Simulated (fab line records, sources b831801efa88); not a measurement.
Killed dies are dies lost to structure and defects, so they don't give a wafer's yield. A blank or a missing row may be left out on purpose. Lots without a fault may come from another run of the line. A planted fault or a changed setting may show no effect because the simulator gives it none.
A struck lot beside a sound one | flow sky130 | 17 steps out of a route of 708
Sound: wafers L588.2, L588.3, L588.4. Struck: wafers L594.4, L594.5, L594.6. The cause comes at the end.
At each step with rows: each side's tool, then ch and its chambers, then its first start. Under that, the readings that differ: sound wafers | struck wafers | difference of the means | sigmas: that difference in standard deviations of wafers without a fault.
alike: readings whose means differ by less than 2 such deviations, and words and numbers that are the same on both sides. not compared: withheld readings, readings that some wafer has no value for, bounds like >300 that may hide the same value, and numbers for which the record gives no deviation and whose values overlap.
The two part at a step that has a row with sigmas, a row that says differs or no value, or rows on one side only. Numbers that don't overlap but have no deviation are shown without sigmas and don't part them. A reading that every wafer of one side lacks parts them only if that side has two wafers or more.

SKY_LDD_P_OVL_MEAS_08:
  sound on overlay-01, day 20 17:01; struck on overlay-02, day 23 00:19
  alike: LDD_P_OVL
then, 1 step without rows for these wafers: SKY_LDD_P_IMPLANT_09.
SKY_LDD_P_STRIP_10: strips in O2/N2.
  sound on plasma_asher-01 ch 0,1, day 20 17:12; struck on plasma_asher-01 ch 0,1, day 23 00:31
  alike: drypump_motor_current_A, n2_flow_sccm, oes_product_au, strip_time_to_endpoint_s
  not compared: rf_hours_counter_h
SKY_LDD_P_TW_MEAS_11:
  sound on film_metro-01, day 20 17:19; struck on film_metro-04, day 23 00:37
  alike: LDD_P_TW
then, 7 steps without rows for these wafers: SKY_LDD_HVN_DEHYDRATE_00 (time 60 s); SKY_LDD_HVN_HMDS_01 (prime time 60 s); SKY_LDD_HVN_COAT_02 (resist thk 300 nm); SKY_LDD_HVN_SOFTBAKE_03 (time 60 s); SKY_LDD_HVN_EXPOSE_04 (exposes mask HVNTM, target cd 700 nm); SKY_LDD_HVN_PEB_05; SKY_LDD_HVN_DEVELOP_06 (develop time 60 s).
SKY_LDD_HVN_OVL_MEAS_07:
  sound on overlay-02, day 21 23:57; struck on overlay-01, day 24 07:01
  alike: LDD_HVN_OVL
SKY_LDD_HVN_IMPLANT_08:
  sound on implanter-04 ch 0, day 22 00:01; struck on implanter-03 ch 0, day 24 07:06
  reading                   | sound                | struck               | difference | sigmas
  beam_energy_keV           | 59.986 60.002 60.013 | 41.581 41.563 41.568 | -18.430    | -99 or more
  model.implant.rp_nm (nm)  | 55.4 55.4 55.4       | 38.29 38.29 38.29    | -17.11     |
  model.implant.drp_nm (nm) | 28.15 28.15 28.15    | 20.6 20.6 20.6       | -7.5       |
  alike: dose_ions_cm2
SKY_LDD_HVN_STRIP_09: strips in O2/N2.
  sound on plasma_asher-01 ch 0,1, day 22 00:08; struck on plasma_asher-01 ch 0,1, day 24 07:13
  alike: drypump_motor_current_A, n2_flow_sccm, oes_product_au, strip_time_to_endpoint_s
  not compared: rf_hours_counter_h
SKY_LDD_HVN_TW_MEAS_10:
  sound on film_metro-03, day 22 00:14; struck on film_metro-03, day 24 07:18
  reading    | sound          | struck         | difference | sigmas
  LDD_HVN_TW | 1429 1432 1438 | 1325 1321 1321 | -111       | -7
then, 1 step without rows for these wafers: SKY_LDD_HVP_DEHYDRATE_00 (time 60 s).
-- the record jumps here: 24 days lie between the struck wafers' starts before and after (it left off in module LDD_HVP and takes up again in module PAD_OPEN, whose first step shown is number 708 of the route) --
SKY_PAD_OPEN_PROBE_99:
  sound on prober-02, day 46 19:25; struck on prober-01, day 48 01:59
  reading                                 | sound                | struck               | difference | sigmas
  model.etest.tip_n_5v.rs_ohm_sq          | 1390 1390 1383       | 1668 1661 1659       | +275       |
  model.etest.nfet_g5v0d10v5.r_on_ohm_um  | 1832 1842 1836       | 1963 1969 1968       | +130       |
  model.etest.nfet_g5v0d10v5.drive_ua_um  | 614.8 610.7 624.1    | 580.6 577.3 579.6    | -37.4      |
  model.etest.nfet_05v0_nvt.drive_ua_um   | 584.5 584.8 594.4    | 566.1 555.1 558      | -28.2      |
  model.etest.ring_5v.delay_ps            | 43.85 44.28 43.95    | 45.5 45.66 45.92     | +1.7       |
  model.etest.nfet_g5v0d10v5.vt_sat_v (V) | 0.7588 0.764 0.7525  | 0.8084 0.8018 0.8044 | +0.0464    |
  model.etest.nfet_g5v0d10v5.vt_v (V)     | 0.8169 0.8213 0.8098 | 0.8513 0.8469 0.8489 | +0.0330    |
  alike: killed_at_M0_to_M3, killed_at_M4_up, killed_at_contacts, killed_at_front_end, killed_at_other, killed_dies, killed_open, killed_short

WHERE THEY PART
First at SKY_LDD_HVN_IMPLANT_08; last, within this record, at SKY_LDD_HVN_TW_MEAS_10. Later steps at which nothing parts them and some readings are alike: SKY_PAD_OPEN_PROBE_99.

WHY: what the simulator had put in
Process parameter drift: implanter-03, from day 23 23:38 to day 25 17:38, at SKY_LDD_HVN_IMPLANT_08. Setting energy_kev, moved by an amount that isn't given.
